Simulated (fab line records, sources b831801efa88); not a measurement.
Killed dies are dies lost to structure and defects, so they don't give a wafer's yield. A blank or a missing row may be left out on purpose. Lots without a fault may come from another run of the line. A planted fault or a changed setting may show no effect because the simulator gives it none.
Problem report in the 8D (eight disciplines) form, filled by code | flow sky130 | the parts of the form that need people (team, actions taken, sign-off) are left out

1. THE PROBLEM
killed_at_other at SKY_PAD_OPEN_PROBE_99 reads a mean of 66.0 on 6 wafers of 2 lots; wafers without a fault read 0.3 with a standard deviation of 0.57. That is +99 or more standard deviations from the usual mean.
First seen on wafer L645.3, day 50 09:20, on prober-02. The record holds 18 wafers of 6 lots with a number at this step. Rule for "out", or "out of limits": more than 4 standard deviations from the usual mean. The other wafers with a number count as sound.

2. WHAT IT IS AND WHAT IT IS NOT
question                    | is                           | is not
which readings at this step | killed_at_other, killed_dies | killed_at_M0_to_M3, killed_at_contacts, killed_open, killed_short
which lots                  | L645, L647                   | L627, L634, L636, L639
which wafers of those lots  | all that have a number       | -
read on which tools         | prober-01, prober-02         | -
when                        | from day 50 09:20            | up to then (12 sound wafers)

3. SUSPECTS, AND WHAT RULES EACH OUT
Counting: a tool at a process step up to the reading stays a suspect if it ran every lot that is out and no sound lot after the first of them.
- iline_stepper-01 at SKY_RES_XHIGH_EXPOSE_04 (exposes mask URPM, target cd 1270 nm): kept. It ran every lot that is out, first L645 (day 32 16:28), and no sound lot after that; its last sound lot up to then is L639 (day 30 21:51).
Left after counting: iline_stepper-01 at SKY_RES_XHIGH_EXPOSE_04.

4. THE CAUSE (what the simulator had put in)
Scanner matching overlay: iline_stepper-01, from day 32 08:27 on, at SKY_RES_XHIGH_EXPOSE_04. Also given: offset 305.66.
Counting left only this tool.

5. THE CHAIN OF EFFECTS, in route order
Each row: a reading whose mean over the struck wafers that have a number lies more than 3 standard deviations from the usual. Only readings for which the record gives a usual standard deviation are gone through. hours: the time from each lot's start at the first step in this table that gives one to its start at this step, as a median over the lots. sigmas: the change in usual standard deviations.
hours | step                  | reading         | usual | on struck wafers | change | sigmas
0     | SKY_PAD_OPEN_PROBE_99 | killed_at_other | 0.3   | 66.0             | +65.7  | +99 or more
0     | SKY_PAD_OPEN_PROBE_99 | killed_dies     | 86    | 150              | +64    | +6.6
0     | SKY_PAD_OPEN_PROBE_99 | killed_on_rim   | 17    | 31               | +14    | +3.9
The process steps in it:
- SKY_PAD_OPEN_PROBE_99

6. WHAT WOULD HAVE CAUGHT IT SOONER
In this record the first reading out of limits was taken at day 50 09:20, 433 hours after the fault began at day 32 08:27.
Of the tool readings at SKY_RES_XHIGH_EXPOSE_04 for which the record gives a usual standard deviation, none was out on any struck wafer, so an alarm limit of 4 standard deviations on them would not have fired.
All the lots that are out (2) had begun SKY_RES_XHIGH_EXPOSE_04 on iline_stepper-01 by day 50 09:20. A hold on the tool at that time would have spared none of them.
